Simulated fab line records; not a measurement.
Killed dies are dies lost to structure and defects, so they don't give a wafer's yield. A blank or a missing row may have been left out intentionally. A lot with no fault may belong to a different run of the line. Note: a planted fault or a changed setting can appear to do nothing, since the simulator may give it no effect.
The tool behind it: which one? / flow gf180mcu / 13 lots with 39 wafers sampled at 5 steps, on a route of 602 steps

## WHAT EACH GAUGE READ, for each wafer
GF_V4_OVL_MEAS_15. Usual: V4_OVL typically reads -5 nm, with standard deviation 5.1.
lot=L985; measured=day 25 14:51; on=overlay-02; V4_OVL (nm)=-5 -10 -8; flag=
lot=L986; measured=day 26 09:55; on=overlay-02; V4_OVL (nm)=-4 1 -10; flag=
lot=L988; measured=day 26 14:05; on=overlay-02; V4_OVL (nm)=-9 -7 3; flag=
lot=L989; measured=day 26 19:58; on=overlay-02; V4_OVL (nm)=-3 -7 -6; flag=
lot=L990; measured=day 27 09:46; on=overlay-01; V4_OVL (nm)=-1 -10 -9; flag=
lot=L991; measured=day 28 05:06; on=overlay-02; V4_OVL (nm)=-7 -9 1; flag=
lot=L995; measured=day 28 12:18; on=overlay-01; V4_OVL (nm)=-8 -2 0; flag=
lot=L996; measured=day 29 00:38; on=overlay-01; V4_OVL (nm)=5 -2 2; flag=
lot=L998; measured=day 29 11:25; on=overlay-02; V4_OVL (nm)=3 0 4; flag=
lot=L100; measured=day 30 05:20; on=overlay-01; V4_OVL (nm)=-6 2 5; flag=
lot=L102; measured=day 30 21:41; on=overlay-02; V4_OVL (nm)=-4 -4 3; flag=
lot=L104; measured=day 31 04:07; on=overlay-01; V4_OVL (nm)=-14 -12 -6; flag=
lot=L106; measured=day 31 16:41; on=overlay-01; V4_OVL (nm)=-16 -5 -14; flag=

GF_V4_THK_MEAS_25: measures by xrf. Usual: V4_W_THK typically reads 342 nm, with standard deviation 4.5.
lot=L985; measured=day 25 15:53; on=film metro-01; V4_W_THK (nm)=342 340 346; flag=
lot=L986; measured=day 26 10:57; on=film metro-03; V4_W_THK (nm)=349 340 348; flag=
lot=L988; measured=day 26 15:07; on=film metro-04; V4_W_THK (nm)=343 333 338; flag=
lot=L989; measured=day 26 21:00; on=film metro-03; V4_W_THK (nm)=343 339 340; flag=
lot=L990; measured=day 27 10:49; on=film metro-01; V4_W_THK (nm)=347 343 343; flag=
lot=L991; measured=day 28 06:08; on=film metro-04; V4_W_THK (nm)=343 342 344; flag=
lot=L995; measured=day 28 13:20; on=film metro-03; V4_W_THK (nm)=340 344 341; flag=
lot=L996; measured=day 29 01:40; on=film metro-03; V4_W_THK (nm)=340 345 342; flag=
lot=L998; measured=day 29 12:28; on=film metro-01; V4_W_THK (nm)=338 345 340; flag=
lot=L100; measured=day 30 06:22; on=film metro-04; V4_W_THK (nm)=340 339 341; flag=
lot=L102; measured=day 30 22:43; on=film metro-04; V4_W_THK (nm)=340 341 333; flag=
lot=L104; measured=day 31 05:09; on=film metro-01; V4_W_THK (nm)=347 342 350; flag=
lot=L106; measured=day 31 17:44; on=film metro-01; V4_W_THK (nm)=345 346 343; flag=

## WHICH TOOL RAN EACH LOT (tool, then ch and the chambers of the sampled wafers, then the start)
lot=L985; GF_V4_COAT_09=litho track-02 ch 0, day 25 04:00; GF_V4_ETCH_16=rie diel-04 ch 0,1,2, day 25 14:53; GF_V4_STRIP_18=plasma asher-03 ch 0, day 25 15:01
lot=L986; GF_V4_COAT_09=litho track-04 ch 0, day 25 21:00; GF_V4_ETCH_16=rie diel-01 ch 1,2,3, day 26 09:58; GF_V4_STRIP_18=plasma asher-03 ch 0,1, day 26 10:05
lot=L988; GF_V4_COAT_09=litho track-02 ch 0, day 26 03:00; GF_V4_ETCH_16=rie diel-02 ch 1,2,3, day 26 14:07; GF_V4_STRIP_18=plasma asher-04 ch 0,1, day 26 14:14
lot=L989; GF_V4_COAT_09=litho track-03 ch 0, day 26 08:00; GF_V4_ETCH_16=rie diel-02 ch 0,1,3, day 26 20:01; GF_V4_STRIP_18=plasma asher-04 ch 0,1, day 26 20:08
lot=L990; GF_V4_COAT_09=litho track-04 ch 0, day 26 22:00; GF_V4_ETCH_16=rie diel-02 ch 0,1,3, day 27 09:49; GF_V4_STRIP_18=plasma asher-04 ch 0,1, day 27 09:56
lot=L991; GF_V4_COAT_09=litho track-03 ch 0, day 27 18:00; GF_V4_ETCH_16=rie diel-01 ch 1,2, day 28 05:08; GF_V4_STRIP_18=plasma asher-04 ch 0, day 28 05:16
lot=L995; GF_V4_COAT_09=litho track-02 ch 0, day 28 01:00; GF_V4_ETCH_16=rie diel-02 ch 0,1,3, day 28 12:20; GF_V4_STRIP_18=plasma asher-03 ch 0,1, day 28 12:28
lot=L996; GF_V4_COAT_09=litho track-04 ch 0, day 28 14:00; GF_V4_ETCH_16=rie diel-02 ch 0,2,3, day 29 00:40; GF_V4_STRIP_18=plasma asher-04 ch 0, day 29 00:47
lot=L998; GF_V4_COAT_09=litho track-02 ch 0, day 29 01:00; GF_V4_ETCH_16=rie diel-02 ch 1,2, day 29 11:26; GF_V4_STRIP_18=plasma asher-02 ch 0,1, day 29 11:36
lot=L100; GF_V4_COAT_09=litho track-02 ch 0, day 29 19:00; GF_V4_ETCH_16=rie diel-01 ch 0,2,3, day 30 05:22; GF_V4_STRIP_18=plasma asher-03 ch 0,1, day 30 05:29
lot=L102; GF_V4_COAT_09=litho track-02 ch 0, day 30 11:00; GF_V4_ETCH_16=rie diel-04 ch 1,2,3, day 30 21:43; GF_V4_STRIP_18=plasma asher-04 ch 0,1, day 30 21:50
lot=L104; GF_V4_COAT_09=litho track-03 ch 0, day 30 18:00; GF_V4_ETCH_16=rie diel-02 ch 0,1, day 31 04:10; GF_V4_STRIP_18=plasma asher-02 ch 0,1, day 31 04:17
lot=L106; GF_V4_COAT_09=litho track-04 ch 0, day 31 07:00; GF_V4_ETCH_16=rie diel-04 ch 0,1,2, day 31 16:43; GF_V4_STRIP_18=plasma asher-04 ch 0,1, day 31 16:52
- GF_V4_COAT_09: resist thk 1000 nm.
- GF_V4_ETCH_16: etches BARC in N2/H2.
- GF_V4_STRIP_18: strips in O2/N2.

## AS READ BY THE TOOLS THEMSELVES (means over the sampled wafers that have a number; for cases with no such wafer, the mark the record gives instead)
GF_V4_ETCH_16. Usual: drypump motor current A 5.9 A, standard deviation 0.45; oes product au 0.855 a.u., standard deviation 0.0049; throttle valve pct 13.224 %, standard deviation 0.0093.
lot=L985; tool=rie diel-04; drypump motor current A (A)=5.7; oes product au (a.u.)=0.855; throttle valve pct (%)=13.224; flag=
lot=L986; tool=rie diel-01; drypump motor current A (A)=6.3; oes product au (a.u.)=0.854; throttle valve pct (%)=13.214; flag=
lot=L988; tool=rie diel-02; drypump motor current A (A)=5.5; oes product au (a.u.)=0.855; throttle valve pct (%)=13.220; flag=
lot=L989; tool=rie diel-02; drypump motor current A (A)=5.6; oes product au (a.u.)=0.856; throttle valve pct (%)=13.226; flag=
lot=L990; tool=rie diel-02; drypump motor current A (A)=5.6; oes product au (a.u.)=0.852; throttle valve pct (%)=13.211; flag=
lot=L991; tool=rie diel-01; drypump motor current A (A)=6.3; oes product au (a.u.)=0.857; throttle valve pct (%)=13.215; flag=
lot=L995; tool=rie diel-02; drypump motor current A (A)=5.6; oes product au (a.u.)=0.853; throttle valve pct (%)=13.227; flag=
lot=L996; tool=rie diel-02; drypump motor current A (A)=5.8; oes product au (a.u.)=0.853; throttle valve pct (%)=13.225; flag=
lot=L998; tool=rie diel-02; drypump motor current A (A)=5.6; oes product au (a.u.)=0.857; throttle valve pct (%)=13.225; flag=
lot=L100; tool=rie diel-01; drypump motor current A (A)=6.0; oes product au (a.u.)=0.856; throttle valve pct (%)=13.229; flag=
lot=L102; tool=rie diel-04; drypump motor current A (A)=6.0; oes product au (a.u.)=0.854; throttle valve pct (%)=13.228; flag=
lot=L104; tool=rie diel-02; drypump motor current A (A)=5.5; oes product au (a.u.)=0.854; throttle valve pct (%)=13.229; flag=
lot=L106; tool=rie diel-04; drypump motor current A (A)=5.7; oes product au (a.u.)=0.855; throttle valve pct (%)=13.225; flag=

GF_V4_STRIP_18. Usual: drypump motor current A 5.5 A, standard deviation 0.38; heater power w 349 W, standard deviation 32; oes product au 0.592 a.u., standard deviation 0.0048.
lot=L985; tool=plasma asher-03; drypump motor current A (A)=6.0; heater power w (W)=398; oes product au (a.u.)=0.592; flag=
lot=L986; tool=plasma asher-03; drypump motor current A (A)=5.6; heater power w (W)=371; oes product au (a.u.)=0.590; flag=
lot=L988; tool=plasma asher-04; drypump motor current A (A)=5.3; heater power w (W)=366; oes product au (a.u.)=0.587; flag=
lot=L989; tool=plasma asher-04; drypump motor current A (A)=5.3; heater power w (W)=363; oes product au (a.u.)=0.590; flag=
lot=L990; tool=plasma asher-04; drypump motor current A (A)=5.4; heater power w (W)=369; oes product au (a.u.)=0.591; flag=
lot=L991; tool=plasma asher-04; drypump motor current A (A)=5.1; heater power w (W)=354; oes product au (a.u.)=0.594; flag=
lot=L995; tool=plasma asher-03; drypump motor current A (A)=5.2; heater power w (W)=334; oes product au (a.u.)=0.589; flag=
lot=L996; tool=plasma asher-04; drypump motor current A (A)=5.1; heater power w (W)=351; oes product au (a.u.)=0.591; flag=
lot=L998; tool=plasma asher-02; drypump motor current A (A)=5.8; heater power w (W)=330; oes product au (a.u.)=0.571; flag=OFF
lot=L100; tool=plasma asher-03; drypump motor current A (A)=5.6; heater power w (W)=373; oes product au (a.u.)=0.576; flag=OFF
lot=L102; tool=plasma asher-04; drypump motor current A (A)=5.4; heater power w (W)=370; oes product au (a.u.)=0.574; flag=OFF
lot=L104; tool=plasma asher-02; drypump motor current A (A)=5.8; heater power w (W)=327; oes product au (a.u.)=0.592; flag=
lot=L106; tool=plasma asher-04; drypump motor current A (A)=5.3; heater power w (W)=361; oes product au (a.u.)=0.593; flag=

## THE ANSWER, worked out from the rows above alone
Rule: take the mean of a lot's wafers that have a number; if it is more than 3 standard deviations from the usual mean, the lot is off. Also off: a lot with no number at a reading for which 4 or more lots have one. All remaining lots with rows at the step are treated as sound. Order of review: gauges by route order, followed by the tools' own readings, for which a lot's mean as printed above is used. At the first step where some lot is off, the reading lying furthest off is the one used; lots without a number count as furthest.
Off, at GF_V4_STRIP_18 on oes product au: L998, L100, L102.
A tool fits if, at that step or a process step before it, it ran every lot that is off, and no sound lot after the first of them. One fits: litho track-02 at GF_V4_COAT_09. Its last sound lot is L995 (day 28 01:00), its first lot that is off L998 (day 29 01:00): a fault that began between those two fits.

## WHAT HAD BEEN PUT IN BY THE SIMULATOR
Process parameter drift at GF_V4_COAT_09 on litho track-02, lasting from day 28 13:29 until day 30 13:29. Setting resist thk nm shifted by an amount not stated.
Struck lots among those shown: L998, L100, L102. The rule given above showed the same thing.
